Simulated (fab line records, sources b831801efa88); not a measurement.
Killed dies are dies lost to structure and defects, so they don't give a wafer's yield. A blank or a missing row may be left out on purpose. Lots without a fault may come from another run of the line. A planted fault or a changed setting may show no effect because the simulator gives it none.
fab line records | flow gf180mcu
record lots=5 wafers=15 last_day=32
route steps=602 shown HV_LDD@188
lots that met no fault: from a run of the same line without faults
start_h: hours from the record's first day to the start of the lot's first wafer shown | wait_h: hours since the lot's step before | " the same as in the row above | L1.1+2: a row that stands for several wafers | - no value, or no start given | * or withheld: withheld | < > ~ a bound
route shown NAME@n: a module of which the file shows steps, and the number in the route of the first | usual: mean/standard deviation of fault-free wafers | same: alike in all rows | chamber/n: place in a boat | sites: the reading at each site | _std_site: their standard deviation | _edge_site: outer sites' mean less inner sites' | radius_mm: how far each site lies from the wafer's centre | mask NAME#n: copy n | behind: the tool/chamber that last shaped the wafer | hold: why the lot was held/for how many hours/how that ended | device: the transistor (n, p or np) that didn't switch | end of line: the same wafers' tests at the end of the route | a step without rows: its recipe alone | killed: dies lost to structure and defects at the first sort, not the wafer's yield | map: a wafer's dies, x killed, . not, _ none there
set.NAME: the setting as run; set.NAME@STEP: as run at that earlier step | model.NAME: the simulator's own value behind a step, which no gauge read
lots at some steps of the route; a table a step, a row a wafer
services: from which hour (start_h, from the record's first day; less than 0 if before it) a tool's chamber was out of use, for how many hours, and why
## steps
# step GF_HV_LDD_DEHYDRATE_12
# recipe temp_c=200 time_s=60
# columns lot.wafer tool chamber start_h wait_h
L078.4+5+6 litho_track-01 0 265.47 9.1
L080.2+5+6 litho_track-01 0 280.27 9.5
L081.1+4+6 litho_track-01 0 285.75 9.3
L084.1+2+3 litho_track-01 0 306.60 9.4
L085.3+4+5 litho_track-01 0 321.50 9.7
# step GF_HV_LDD_HMDS_13
# recipe prime_time_s=60 prime_temp_c=120
# columns lot.wafer tool chamber start_h wait_h
L078.4+5+6 litho_track-01 0 265.62 0.1
L080.2+5+6 litho_track-01 0 280.42 0.1
L081.1+4+6 litho_track-01 0 285.90 0.1
L084.1+2+3 litho_track-01 0 306.75 0.1
L085.3+4+5 litho_track-01 0 321.65 0.1
# step GF_HV_LDD_COAT_14
# recipe resist=NOVOLAK spin_rpm=3000 resist_thk_nm=1000
# usual spin_speed_rpm=3000.3/1.9
# columns lot.wafer tool chamber start_h wait_h spin_speed_rpm
L078.4 litho_track-01 0 265.77 0.1 2998.6
L078.5 " 0 " " 2998.4
L078.6 " 0 " " 2999.5
L080.2 litho_track-01 0 280.57 0.1 2999.5
L080.5 " 0 " " 3000.4
L080.6 " 0 " " 3000.4
L081.1 litho_track-01 0 286.05 0.1 3000.7
L081.4 " 0 " " 2999.3
L081.6 " 0 " " 2999.0
L084.1 litho_track-01 0 306.90 0.1 3001.9
L084.2 " 0 " " 3000.9
L084.3 " 0 " " 2999.9
L085.3 litho_track-01 0 321.80 0.1 3001.6
L085.4 " 0 " " 2998.3
L085.5 " 0 " " 3001.5
# step GF_HV_LDD_SOFTBAKE_15
# recipe temp_c=90 time_s=60 resist=NOVOLAK
# columns lot.wafer tool chamber start_h wait_h
L078.4+5+6 litho_track-01 0 265.92 0.1
L080.2+5+6 litho_track-01 0 280.72 0.1
L081.1+4+6 litho_track-01 0 286.20 0.1
L084.1+2+3 litho_track-01 0 307.05 0.1
L085.3+4+5 litho_track-01 0 321.95 0.1
# step GF_HV_LDD_EXPOSE_16
# recipe mask_id=Pplus_LV_AREA target_cd_nm=400 na=0.6 source_shape=conventional sigma_outer=0.6 dose_mj=137.2
# columns lot.wafer tool chamber start_h wait_h mask
L078.4+5+6 iline_stepper-01 0 - - Pplus_LV_AREA#0
L080.2+5+6 iline_stepper-01 0 - - Pplus_LV_AREA#0
L081.1+4+6 iline_stepper-01 0 - - Pplus_LV_AREA#0
L084.1+2+3 iline_stepper-02 0 - - Pplus_LV_AREA#0
L085.3+4+5 iline_stepper-01 0 - - Pplus_LV_AREA#0
# step GF_HV_LDD_PEB_17
# recipe temp_c=withheld time_s=* resist=NOVOLAK
# columns lot.wafer tool chamber start_h wait_h
L078.4+5+6 litho_track-02 0 - -
L080.2+5+6 litho_track-02 0 - -
L081.1+4+6 litho_track-04 0 - -
L084.1+2+3 litho_track-04 0 - -
L085.3+4+5 litho_track-02 0 - -
# step GF_HV_LDD_DEVELOP_18
# recipe develop_time_s=60 dev_temp_c=23
# columns lot.wafer tool chamber start_h wait_h
L078.4+5+6 litho_track-02 0 275.33 0.1
L080.2+5+6 litho_track-02 0 290.68 0.1
L081.1+4+6 litho_track-04 0 296.88 0.1
L084.1+2+3 litho_track-04 0 317.83 0.1
L085.3+4+5 litho_track-02 0 332.90 0.1
# step GF_HV_LDD_CD_MEAS_19
# recipe target_cd_nm=400
# usual cd_nm=394.5/2.5
# columns lot.wafer tool chamber start_h wait_h cd_nm
L078.4 cd_sem-02 - 275.46 0.1 396.8
L078.5 " - " " 393.5
L078.6 " - " " 395.1
L080.2 cd_sem-02 - 290.82 0.1 397.4
L080.5 " - " " 397.3
L080.6 " - " " 395.7
L081.1 cd_sem-02 - 297.03 0.1 392.1
L081.4 " - " " 393.3
L081.6 " - " " 391.7
L084.1 cd_sem-01 - 317.98 0.1 397.5
L084.2 " - " " 399.7
L084.3 " - " " 397.6
L085.3 cd_sem-01 - 333.04 0.1 397.3
L085.4 " - " " 397.3
L085.5 " - " " 395.6
# step GF_HV_LDD_OVL_MEAS_20
# usual HV_LDD_01_OVL=-0.2/1.5
# columns lot.wafer tool chamber start_h wait_h HV_LDD_01_OVL[nm]
L078.4 overlay-02 - 275.54 0.1 -1.5
L078.5 " - " " -0.2
L078.6 " - " " -1.1
L080.2 overlay-02 - 290.93 0.1 -1.2
L080.5 " - " " -0.9
L080.6 " - " " -2.2
L081.1 overlay-02 - 297.15 0.1 0.1
L081.4 " - " " -0.4
L081.6 " - " " -0.4
L084.1 overlay-02 - 318.10 0.1 -1.7
L084.2 " - " " 0.1
L084.3 " - " " -1.2
L085.3 overlay-01 - 333.13 0.1 3.3
L085.4 " - " " 1.6
L085.5 " - " " 1.5
# step GF_HV_LDD_IMPLANT_21
# recipe species=BF2 energy_kev=25 dose_cm2=5e+13 tilt_deg=7
# columns lot.wafer tool chamber start_h wait_h
L078.4+5+6 implanter-01 0 275.63 0.1
L080.2+5+6 implanter-02 0 290.98 0.0
L081.1+4+6 implanter-01 0 297.19 0.0
L084.1+2+3 implanter-01 0 318.14 0.0
L085.3+4+5 implanter-02 0 333.21 0.1
# step GF_HV_LDD_STRIP_22
# recipe chemistry=O2/N2 power_w=1400 pressure_mtorr=1500 platen_temp_c=250 o2_flow_sccm=3000 n2_flow_sccm=300 overash_fraction=0.5
# usual drypump_motor_current_A=5.7/0.46 heater_power_w=305/39 n2_flow_sccm=300.1/0.85 oes_product_au=0.716/0.0048 strip_time_to_endpoint_s=12.62/0.035
# columns lot.wafer tool chamber start_h wait_h drypump_motor_current_A heater_power_w n2_flow_sccm oes_product_au rf_hours_counter_h strip_time_to_endpoint_s
L078.4 plasma_asher-02 0 275.74 0.1 6.5 404 299.7 0.712 - 12.67
L078.5 " 1 " " 6.1 304 300.6 0.719 - 12.66
L078.6 " 0 " " 6.5 389 299.8 0.709 - 12.64
L080.2 plasma_asher-02 1 291.11 0.1 6.1 310 301.3 0.717 19 12.66
L080.5 " 1 " " 6.1 308 300.3 0.722 - 12.65
L080.6 " 0 " " 6.5 388 301.2 0.715 - 12.66
L081.1 plasma_asher-02 0 297.34 0.1 6.5 392 302.0 0.719 20 12.66
L081.4 " 0 " " 6.5 397 301.7 0.713 - 12.66
L081.6 " 0 " " 6.5 400 301.4 0.721 - 12.64
L084.1 plasma_asher-01 1 318.44 0.2 5.1 317 299.6 0.723 65 12.59
L084.2 " 0 " " 5.7 267 301.3 0.718 65 12.57
L084.3 " 0 " " 5.6 263 300.3 0.712 - 12.60
L085.3 plasma_asher-02 0 333.34 0.1 6.5 390 299.6 0.718 - 12.54
L085.4 " 1 " " 6.1 308 300.7 0.718 - 12.56
L085.5 " 0 " " 6.5 385 299.8 0.712 - 12.56
# step GF_HV_LDD_TW_MEAS_23
# usual HV_LDD_2_TW=1052/8.8
# columns lot.wafer tool chamber start_h wait_h HV_LDD_2_TW
L078.4 film_metro-02 - 275.84 0.1 1048
L078.5 " - " " 1039
L078.6 " - " " 1046
L080.2 film_metro-04 - 291.22 0.1 1055
L080.5 " - " " 1064
L080.6 " - " " 1054
L081.1 film_metro-02 - 297.44 0.1 1041
L081.4 " - " " 1040
L081.6 " - " " 1040
L084.1 film_metro-04 - 318.54 0.1 1062
L084.2 " - " " 1057
L084.3 " - " " 1055
L085.3 film_metro-04 - 333.43 0.1 1067
L085.4 " - " " 1066
L085.5 " - " " 1069
# step GF_HV_LDD_DEHYDRATE_24
# recipe temp_c=200 time_s=60
# columns lot.wafer tool chamber start_h wait_h
L078.4+5+6 litho_track-04 0 284.51 8.7
L080.2+5+6 litho_track-02 0 301.13 9.9
L081.1+4+6 litho_track-04 0 306.83 9.4
L084.1+2+3 litho_track-01 0 328.20 9.6
L085.3+4+5 litho_track-04 0 344.03 10.6
# step GF_HV_LDD_HMDS_25
# recipe prime_time_s=60 prime_temp_c=120
# columns lot.wafer tool chamber start_h wait_h
L078.4+5+6 litho_track-04 0 284.66 0.1
L080.2+5+6 litho_track-02 0 301.28 0.1
L081.1+4+6 litho_track-04 0 306.98 0.1
L084.1+2+3 litho_track-01 0 328.35 0.1
L085.3+4+5 litho_track-04 0 344.18 0.1
# step GF_HV_LDD_COAT_26
# recipe resist=NOVOLAK spin_rpm=3000 resist_thk_nm=1000
# usual spin_speed_rpm=3000.0/1.7
# columns lot.wafer tool chamber start_h wait_h spin_speed_rpm
L078.4 litho_track-04 0 284.81 0.1 2998.8
L078.5 " 0 " " 2998.0
L078.6 " 0 " " 3004.7
L080.2 litho_track-02 0 301.43 0.1 2998.7
L080.5 " 0 " " 3000.3
L080.6 " 0 " " 3001.0
L081.1 litho_track-04 0 307.13 0.1 2999.5
L081.4 " 0 " " 3001.8
L081.6 " 0 " " 3001.8
L084.1 litho_track-01 0 328.50 0.1 3001.3
L084.2 " 0 " " 3002.9
L084.3 " 0 " " 3001.2
L085.3 litho_track-04 0 344.33 0.1 3002.8
L085.4 " 0 " " 3000.9
L085.5 " 0 " " 3001.0
# step GF_HV_LDD_SOFTBAKE_27
# recipe temp_c=90 time_s=60 resist=NOVOLAK
# columns lot.wafer tool chamber start_h wait_h
L078.4+5+6 litho_track-04 0 284.96 0.1
L080.2+5+6 litho_track-02 0 301.58 0.1
L081.1+4+6 litho_track-04 0 307.28 0.1
L084.1+2+3 litho_track-01 0 328.65 0.1
L085.3+4+5 litho_track-04 0 344.48 0.1
# step GF_HV_LDD_EXPOSE_28
# recipe mask_id=Nplus_HV_AREA target_cd_nm=400 na=0.6 source_shape=conventional sigma_outer=0.6 dose_mj=143.1
# columns lot.wafer tool chamber start_h wait_h mask
L078.4+5+6 iline_stepper-01 0 - - Nplus_HV_AREA#0
L080.2+5+6 iline_stepper-02 0 - - Nplus_HV_AREA#0
L081.1+4+6 iline_stepper-01 0 - - Nplus_HV_AREA#0
L084.1+2+3 iline_stepper-02 0 - - Nplus_HV_AREA#0
L085.3+4+5 iline_stepper-02 0 - - Nplus_HV_AREA#0
# step GF_HV_LDD_PEB_29
# recipe temp_c=withheld time_s=* resist=NOVOLAK
# columns lot.wafer tool chamber start_h wait_h
L078.4+5+6 litho_track-01 0 - -
L080.2+5+6 litho_track-02 0 - -
L081.1+4+6 litho_track-04 0 - -
L084.1+2+3 litho_track-02 0 - -
L085.3+4+5 litho_track-02 0 - -
# step GF_HV_LDD_DEVELOP_30
# recipe develop_time_s=60 dev_temp_c=23
# columns lot.wafer tool chamber start_h wait_h
L078.4+5+6 litho_track-01 0 295.72 0.1
L080.2+5+6 litho_track-02 0 312.18 0.1
L081.1+4+6 litho_track-04 0 318.13 0.1
L084.1+2+3 litho_track-02 0 339.35 0.1
L085.3+4+5 litho_track-02 0 355.40 0.1
# step GF_HV_LDD_CD_MEAS_31
# recipe target_cd_nm=400
# usual cd_nm=405.9/2.1
# columns lot.wafer tool chamber start_h wait_h cd_nm
L078.4 cd_sem-01 - 295.86 0.1 408.6
L078.5 " - " " 407.3
L078.6 " - " " 409.9
L080.2 cd_sem-01 - 312.32 0.1 404.3
L080.5 " - " " 403.8
L080.6 " - " " 403.1
L081.1 cd_sem-01 - 318.28 0.1 404.1
L081.4 " - " " 402.3
L081.6 " - " " 403.9
L084.1 cd_sem-01 - 339.50 0.1 406.4
L084.2 " - " " 405.4
L084.3 " - " " 406.0
L085.3 cd_sem-01 - 355.54 0.1 403.3
L085.4 " - " " 406.7
L085.5 " - " " 405.5
# step GF_HV_LDD_OVL_MEAS_32
# usual HV_LDD_02_OVL=0.0/1.3
# columns lot.wafer tool chamber start_h wait_h HV_LDD_02_OVL[nm]
L078.4 overlay-02 - 295.93 0.1 -0.1
L078.5 " - " " 0.9
L078.6 " - " " -0.7
L080.2 overlay-01 - 312.43 0.1 -0.7
L080.5 " - " " 1.4
L080.6 " - " " 0.0
L081.1 overlay-02 - 318.40 0.1 0.0
L081.4 " - " " -1.6
L081.6 " - " " -1.8
L084.1 overlay-02 - 339.62 0.1 -0.3
L084.2 " - " " -1.4
L084.3 " - " " -0.9
L085.3 overlay-02 - 355.63 0.1 1.1
L085.4 " - " " -1.0
L085.5 " - " " 0.4
# step GF_HV_LDD_IMPLANT_33
# recipe species=P energy_kev=60 dose_cm2=7.5e+12 tilt_deg=30 rotation_deg=0
# columns lot.wafer tool chamber start_h wait_h
L078.4+5+6 implanter-01 0 296.03 0.1
L080.2+5+6 implanter-01 0 312.48 0.0
L081.1+4+6 implanter-02 0 318.44 0.0
L084.1+2+3 implanter-02 0 339.66 0.0
L085.3+4+5 implanter-01 0 355.71 0.1
# step GF_HV_LDD_IMPLANT_34
# recipe species=P energy_kev=60 dose_cm2=7.5e+12 tilt_deg=30 rotation_deg=90
# columns lot.wafer tool chamber start_h wait_h
L078.4+5+6 implanter-01 0 296.18 0.1
L080.2+5+6 implanter-01 0 312.63 0.1
L081.1+4+6 implanter-02 0 318.59 0.1
L084.1+2+3 implanter-02 0 339.81 0.1
L085.3+4+5 implanter-01 0 355.86 0.1
# step GF_HV_LDD_IMPLANT_35
# recipe species=P energy_kev=60 dose_cm2=7.5e+12 tilt_deg=30 rotation_deg=180
# columns lot.wafer tool chamber start_h wait_h
L078.4+5+6 implanter-01 0 296.33 0.1
L080.2+5+6 implanter-01 0 312.78 0.1
L081.1+4+6 implanter-02 0 318.74 0.1
L084.1+2+3 implanter-02 0 339.96 0.1
L085.3+4+5 implanter-01 0 356.01 0.1
# step GF_HV_LDD_IMPLANT_36
# recipe species=P energy_kev=60 dose_cm2=7.5e+12 tilt_deg=30 rotation_deg=270
# columns lot.wafer tool chamber start_h wait_h
L078.4+5+6 implanter-01 0 296.48 0.1
L080.2+5+6 implanter-01 0 312.93 0.1
L081.1+4+6 implanter-02 0 318.89 0.1
L084.1+2+3 implanter-02 0 340.11 0.1
L085.3+4+5 implanter-01 0 356.16 0.1
# step GF_HV_LDD_STRIP_37
# recipe chemistry=O2/N2 power_w=1400 pressure_mtorr=1500 platen_temp_c=250 o2_flow_sccm=3000 n2_flow_sccm=300 overash_fraction=0.5
# usual drypump_motor_current_A=6.1/0.42 heater_power_w=328/48 n2_flow_sccm=299.8/0.77 oes_product_au=0.716/0.0041 strip_time_to_endpoint_s=12.63/0.031
# columns lot.wafer tool chamber start_h wait_h drypump_motor_current_A heater_power_w n2_flow_sccm oes_product_au rf_hours_counter_h strip_time_to_endpoint_s
L078.4 plasma_asher-02 0 296.59 0.1 6.5 391 300.3 0.713 - 12.60
L078.5 " 0 " " 6.5 396 300.7 0.716 - 12.63
L078.6 " 1 " " 6.1 302 299.8 0.717 - 12.63
L080.2 plasma_asher-02 0 313.06 0.1 6.5 400 299.7 0.719 22 12.65
L080.5 " 0 " " 6.5 402 300.1 0.720 - 12.69
L080.6 " 1 " " 6.1 305 299.4 0.716 - 12.64
L081.1 plasma_asher-03 1 319.04 0.1 5.7 281 300.2 0.708 51 12.67
L081.4 " 0 " " 6.1 303 300.1 0.713 - 12.68
L081.6 " 1 " " 5.6 281 299.9 0.715 - 12.68
L084.1 plasma_asher-03 0 340.26 0.1 6.0 290 300.3 0.718 53 12.60
L084.2 " 1 " " 5.6 288 299.7 0.718 53 12.63
L084.3 " 0 " " 6.0 302 300.3 0.724 - 12.67
L085.3 plasma_asher-02 0 356.29 0.1 6.5 397 298.8 0.714 - 12.62
L085.4 " 1 " " 6.1 303 300.7 0.716 - 12.63
L085.5 " 0 " " 6.5 402 298.1 0.720 - 12.62
# step GF_HV_LDD_TW_MEAS_38
# usual HV_LDD_3_TW=1426/11
# columns lot.wafer tool chamber start_h wait_h HV_LDD_3_TW
L078.4 film_metro-03 - 296.68 0.1 1418
L078.5 " - " " 1423
L078.6 " - " " 1415
L080.2 film_metro-03 - 313.17 0.1 1418
L080.5 " - " " 1417
L080.6 " - " " 1420
L081.1 film_metro-04 - 319.14 0.1 1446
L081.4 " - " " 1442
L081.6 " - " " 1452
L084.1 film_metro-02 - 340.36 0.1 1426
L084.2 " - " " 1424
L084.3 " - " " 1432
L085.3 film_metro-04 - 356.38 0.1 1441
L085.4 " - " " 1443
L085.5 " - " " 1445
# step GF_HV_LDD_DEHYDRATE_39
# recipe temp_c=200 time_s=60
# columns lot.wafer tool chamber start_h wait_h
L078.4+5+6 litho_track-01 0 306.07 9.4
L080.2+5+6 litho_track-04 0 323.21 10.0
L081.1+4+6 litho_track-02 0 328.95 9.8
L084.1+2+3 litho_track-04 0 350.88 10.5
L085.3+4+5 litho_track-04 0 367.43 11.0
# step GF_HV_LDD_HMDS_40
# recipe prime_time_s=60 prime_temp_c=120
# columns lot.wafer tool chamber start_h wait_h
L078.4+5+6 litho_track-01 0 306.22 0.1
L080.2+5+6 litho_track-04 0 323.36 0.1
L081.1+4+6 litho_track-02 0 329.10 0.1
L084.1+2+3 litho_track-04 0 351.03 0.1
L085.3+4+5 litho_track-04 0 367.58 0.1
# step GF_HV_LDD_COAT_41
# recipe resist=NOVOLAK spin_rpm=3000 resist_thk_nm=1000
# usual spin_speed_rpm=2999.9/2
# columns lot.wafer tool chamber start_h wait_h spin_speed_rpm
L078.4 litho_track-01 0 306.37 0.1 2998.2
L078.5 " 0 " " 2999.6
L078.6 " 0 " " 3002.8
L080.2 litho_track-04 0 323.51 0.1 2998.4
L080.5 " 0 " " 2999.7
L080.6 " 0 " " 3002.6
L081.1 litho_track-02 0 329.25 0.1 3004.3
L081.4 " 0 " " 3000.8
L081.6 " 0 " " 3002.2
L084.1 litho_track-04 0 351.18 0.1 2996.9
L084.2 " 0 " " 3001.1
L084.3 " 0 " " 2997.9
L085.3 litho_track-04 0 367.73 0.1 2998.5
L085.4 " 0 " " 3000.2
L085.5 " 0 " " 2999.9
# step GF_HV_LDD_SOFTBAKE_42
# recipe temp_c=90 time_s=60 resist=NOVOLAK
# columns lot.wafer tool chamber start_h wait_h
L078.4+5+6 litho_track-01 0 306.52 0.1
L080.2+5+6 litho_track-04 0 323.66 0.1
L081.1+4+6 litho_track-02 0 329.40 0.1
L084.1+2+3 litho_track-04 0 351.33 0.1
L085.3+4+5 litho_track-04 0 367.88 0.1
# step GF_HV_LDD_EXPOSE_43
# recipe mask_id=Pplus_HV_AREA target_cd_nm=400 na=0.6 source_shape=conventional sigma_outer=0.6 dose_mj=140
# columns lot.wafer tool chamber start_h wait_h mask
L078.4+5+6 iline_stepper-02 0 - - Pplus_HV_AREA#0
L080.2+5+6 iline_stepper-01 0 - - Pplus_HV_AREA#0
L081.1+4+6 iline_stepper-01 0 - - Pplus_HV_AREA#0
L084.1+2+3 iline_stepper-02 0 - - Pplus_HV_AREA#0
L085.3+4+5 iline_stepper-02 0 - - Pplus_HV_AREA#0
# step GF_HV_LDD_PEB_44
# recipe temp_c=withheld time_s=* resist=NOVOLAK
# columns lot.wafer tool chamber start_h wait_h
L078.4+5+6 litho_track-04 0 - -
L080.2+5+6 litho_track-01 0 - -
L081.1+4+6 litho_track-01 0 - -
L084.1+2+3 litho_track-01 0 - -
L085.3+4+5 litho_track-04 0 - -
# step GF_HV_LDD_DEVELOP_45
# recipe develop_time_s=60 dev_temp_c=23
# columns lot.wafer tool chamber start_h wait_h
L078.4+5+6 litho_track-04 0 317.26 0.1
L080.2+5+6 litho_track-01 0 334.47 0.1
L081.1+4+6 litho_track-01 0 340.15 0.1
L084.1+2+3 litho_track-01 0 362.64 0.1
L085.3+4+5 litho_track-04 0 379.63 0.1
# step GF_HV_LDD_CD_MEAS_46
# recipe target_cd_nm=400
# usual cd_nm=400.5/1.5
# columns lot.wafer tool chamber start_h wait_h cd_nm
L078.4 cd_sem-01 - 317.39 0.1 399.0
L078.5 " - " " 401.6
L078.6 " - " " 401.9
L080.2 cd_sem-02 - 334.62 0.1 399.8
L080.5 " - " " 398.7
L080.6 " - " " 397.6
L081.1 cd_sem-01 - 340.30 0.1 399.7
L081.4 " - " " 399.6
L081.6 " - " " 399.5
L084.1 cd_sem-01 - 362.79 0.1 397.0
L084.2 " - " " 402.2
L084.3 " - " " 401.7
L085.3 cd_sem-02 - 379.77 0.1 398.9
L085.4 " - " " 399.8
L085.5 " - " " 398.7
# step GF_HV_LDD_OVL_MEAS_47
# usual HV_LDD_03_OVL=0.4/1.5
# columns lot.wafer tool chamber start_h wait_h HV_LDD_03_OVL[nm]
L078.4 overlay-02 - 317.47 0.1 0.3
L078.5 " - " " -0.2
L078.6 " - " " -0.1
L080.2 overlay-02 - 334.72 0.1 -1.9
L080.5 " - " " -1.1
L080.6 " - " " 1.0
L081.1 overlay-02 - 340.42 0.1 0.8
L081.4 " - " " 0.9
L081.6 " - " " 3.0
L084.1 overlay-01 - 362.91 0.1 1.1
L084.2 " - " " 0.9
L084.3 " - " " -0.4
L085.3 overlay-02 - 379.86 0.1 0.4
L085.4 " - " " 1.3
L085.5 " - " " 2.0
# step GF_HV_LDD_IMPLANT_48
# recipe species=B energy_kev=25 dose_cm2=3e+13 tilt_deg=7
# columns lot.wafer tool chamber start_h wait_h
L078.4+5+6 implanter-03 0 317.56 0.1
L080.2+5+6 implanter-02 0 334.78 0.0
L081.1+4+6 implanter-03 0 340.45 0.0
L084.1+2+3 implanter-01 0 362.95 0.0
L085.3+4+5 implanter-02 0 379.94 0.1
# step GF_HV_LDD_STRIP_49
# recipe chemistry=O2/N2 power_w=1400 pressure_mtorr=1500 platen_temp_c=250 o2_flow_sccm=3000 n2_flow_sccm=300 overash_fraction=0.5
# usual drypump_motor_current_A=5.9/0.4 heater_power_w=311/40 n2_flow_sccm=300.0/0.94 oes_product_au=0.716/0.0045 strip_time_to_endpoint_s=12.617/0.029
# columns lot.wafer tool chamber start_h wait_h drypump_motor_current_A heater_power_w n2_flow_sccm oes_product_au rf_hours_counter_h strip_time_to_endpoint_s
L078.4 plasma_asher-02 0 317.67 0.1 6.5 405 298.1 0.711 - 12.650
L078.5 " 0 " " 6.5 395 299.2 0.712 - 12.647
L078.6 " 1 " " 6.1 318 299.1 0.722 - 12.652
L080.2 plasma_asher-02 0 334.90 0.1 6.5 399 299.7 0.717 25 12.675
L080.5 " 0 " " 6.5 402 301.1 0.717 - 12.664
L080.6 " 1 " " 6.1 312 301.1 0.717 - 12.655
L081.1 plasma_asher-02 0 340.60 0.1 6.5 386 299.8 0.715 25 12.631
L081.4 " 1 " " 6.1 312 299.9 0.719 - 12.639
L081.6 " 0 " " 6.5 399 299.7 0.716 - 12.628
L084.1 plasma_asher-03 0 363.10 0.1 6.0 299 298.0 0.716 56 12.598
L084.2 " 1 " " 5.6 277 300.8 0.721 56 12.611
L084.3 " 0 " " 6.1 297 299.8 0.714 - 12.602
L085.3 plasma_asher-03 0 380.07 0.1 6.0 295 300.1 0.722 - 12.640
L085.4 " 1 " " 5.6 284 302.4 0.713 - 12.619
L085.5 " 0 " " 6.0 302 299.1 0.720 - 12.601
# step GF_HV_LDD_TW_MEAS_50
# usual HV_LDD_4_TW=567/4.9
# columns lot.wafer tool chamber start_h wait_h HV_LDD_4_TW
L078.4 film_metro-02 - 317.77 0.1 568
L078.5 " - " " 568
L078.6 " - " " 567
L080.2 film_metro-02 - 335.01 0.1 564
L080.5 " - " " 566
L080.6 " - " " 565
L081.1 film_metro-04 - 340.70 0.1 571
L081.4 " - " " 570
L081.6 " - " " 572
L084.1 film_metro-03 - 363.20 0.1 562
L084.2 " - " " 563
L084.3 " - " " 565
L085.3 film_metro-03 - 380.16 0.1 564
L085.4 " - " " 565
L085.5 " - " " 566
# step GF_HV_LDD_CLEAN_51
# recipe chemistry=SC1/SC2 mix=1:4:20 temp_c=70 time_s=150 dry=n2_spin
# columns lot.wafer tool chamber start_h wait_h
L078.4+5+6 wet_bench-01 2 317.80 0.0
L080.2+5+6 wet_bench-03 0 335.06 0.0
L081.1+4+6 wet_bench-03 3 340.76 0.1
L084.1+2+3 wet_bench-03 0 363.26 0.1
L085.3+4+5 wet_bench-03 3 380.20 0.0
# step GF_HV_LDD_RTA_52
# recipe temp_c=1000 time_s=10 ambient=N2
# usual lamp_power_pct=32.8/1.8 wafer_temp_C_max=1006.1/1.1
# columns lot.wafer tool chamber start_h wait_h lamp_power_pct wafer_temp_C_max
L078.4 rtp_anneal-01 0 317.88 0.0 31.8 1007.1
L078.5 " 0 " " 31.8 1006.2
L078.6 " 0 " " 31.8 1006.0
L080.2 rtp_anneal-02 0 335.18 0.0 35.9 1004.9
L080.5 " 0 " " 35.8 1004.9
L080.6 " 0 " " 35.9 1007.5
L081.1 rtp_anneal-01 0 340.86 0.0 31.8 1005.2
L081.4 " 0 " " 31.8 1006.9
L081.6 " 0 " " 31.8 1005.9
L084.1 rtp_anneal-01 0 363.31 0.0 31.8 1007.6
L084.2 " 0 " " 31.8 1006.0
L084.3 " 0 " " 31.8 1005.0
L085.3 rtp_anneal-02 0 380.27 0.0 35.9 1005.1
L085.4 " 0 " " 35.9 1005.1
L085.5 " 0 " " 35.9 1006.6
# step GF_HV_LDD_RS_MEAS_53
# recipe thk_meas_gauge=four-point-probe
# usual HV_LDD_RS=418.6/0.93
# columns lot.wafer tool chamber start_h wait_h HV_LDD_RS[ohm/sq]
L078.4 film_metro-03 - 317.98 0.1 418.6
L078.5 " - " " 419.6
L078.6 " - " " 418.5
L080.2 film_metro-03 - 335.26 0.1 418.7
L080.5 " - " " 419.8
L080.6 " - " " 420.3
L081.1 film_metro-03 - 340.93 0.1 419.1
L081.4 " - " " 417.5
L081.6 " - " " 418.8
L084.1 film_metro-03 - 363.38 0.1 418.7
L084.2 " - " " 417.4
L084.3 " - " " 417.6
L085.3 film_metro-04 - 380.35 0.1 417.8
L085.4 " - " " 417.2
L085.5 " - " " 417.7
# step GF_HV_LDD_CVD_54
# recipe material=SiO2 target_thk_nm=10 precursor=TEOS temp_c=680 time_s=75 pressure_mtorr=400
# usual spike_tc_bottom_C=700.1/2.9
# columns lot.wafer tool chamber start_h wait_h spike_tc_bottom_C
L078.4 lpcvd-01 0 318.04 0.0 695.1
L078.5 " 0 " " 696.0
L078.6 " 0 " " 695.2
L080.2 lpcvd-02 1 335.36 0.1 698.1
L080.5 " 1 " " 700.2
L080.6 " 1 " " 701.0
L081.1 lpcvd-02 1 341.05 0.1 700.1
L081.4 " 1 " " 700.4
L081.6 " 1 " " 699.8
L084.1 lpcvd-01 0 363.50 0.1 694.8
L084.2 " 0 " " 696.1
L084.3 " 0 " " 696.2
L085.3 lpcvd-01 0 380.43 0.1 695.0
L085.4 " 0 " " 697.3
L085.5 " 0 " " 695.7
# step GF_HV_LDD_THK_MEAS_55
# recipe reads=SiO2_of_HV_LDD_CVD_54
# usual HV_LDD_CVD_54_THK=10.02/0.14
# columns lot.wafer tool chamber start_h wait_h HV_LDD_CVD_54_THK[nm]
L078.4 film_metro-02 - 319.09 0.0 9.95
L078.5 " - " " 10.13
L078.6 " - " " 10.11
L080.2 film_metro-04 - 336.39 0.0 9.84
L080.5 " - " " 9.88
L080.6 " - " " 9.96
L081.1 film_metro-02 - 342.07 0.0 10.16
L081.4 " - " " 10.03
L081.6 " - " " 10.07
L084.1 film_metro-04 - 364.52 0.0 9.95
L084.2 " - " " 9.90
L084.3 " - " " 9.87
L085.3 film_metro-03 - 381.47 0.0 9.99
L085.4 " - " " 9.84
L085.5 " - " " 9.84
# step GF_HV_LDD_CVD_56
# recipe material=Si3N4 precursor=DCS/NH3 target_thk_nm=90 temp_c=770 time_s=1543 pressure_mtorr=250
# usual spike_tc_bottom_C=789/3.1
# columns lot.wafer tool chamber start_h wait_h spike_tc_bottom_C
L078.4 lpcvd-01 1 319.12 0.0 793
L078.5 " 1 " " 792
L078.6 " 1 " " 791
L080.2 lpcvd-01 0 336.44 0.0 783
L080.5 " 0 " " 785
L080.6 " 0 " " 784
L081.1 lpcvd-02 0 342.13 0.1 791
L081.4 " 0 " " 792
L081.6 " 0 " " 792
L084.1 lpcvd-01 1 364.58 0.1 791
L084.2 " 1 " " 792
L084.3 " 1 " " 794
L085.3 lpcvd-02 0 381.51 0.0 790
L085.4 " 0 " " 792
L085.5 " 0 " " 789
## services
# columns tool chamber start_h hours kind
iline_stepper-01 - 253.12 4.4 pm
iline_stepper-01 0 255.11 - calibration
plasma_asher-03 - 255.41 28.2 repair
implanter-02 - 258.41 11.7 repair
implanter-02 - 266.24 2.5 repair
wet_bench-03 - 272.25 6.9 repair
iline_stepper-02 - 279.85 10.5 repair
plasma_asher-01 - 289.07 14.6 pm
implanter-02 - 294.99 5.8 pm
wet_bench-01 - 297.60 6.6 repair
implanter-02 - 307.77 8.4 pm
plasma_asher-01 - 309.36 6.8 repair
implanter-01 - 334.02 3.0 pm
iline_stepper-01 - 344.71 1.7 pm
iline_stepper-02 0 365.43 - calibration
rtp_anneal-01 - 375.65 1.1 pm
rtp_anneal-02 - 381.13 109.0 repair
## key
fault none
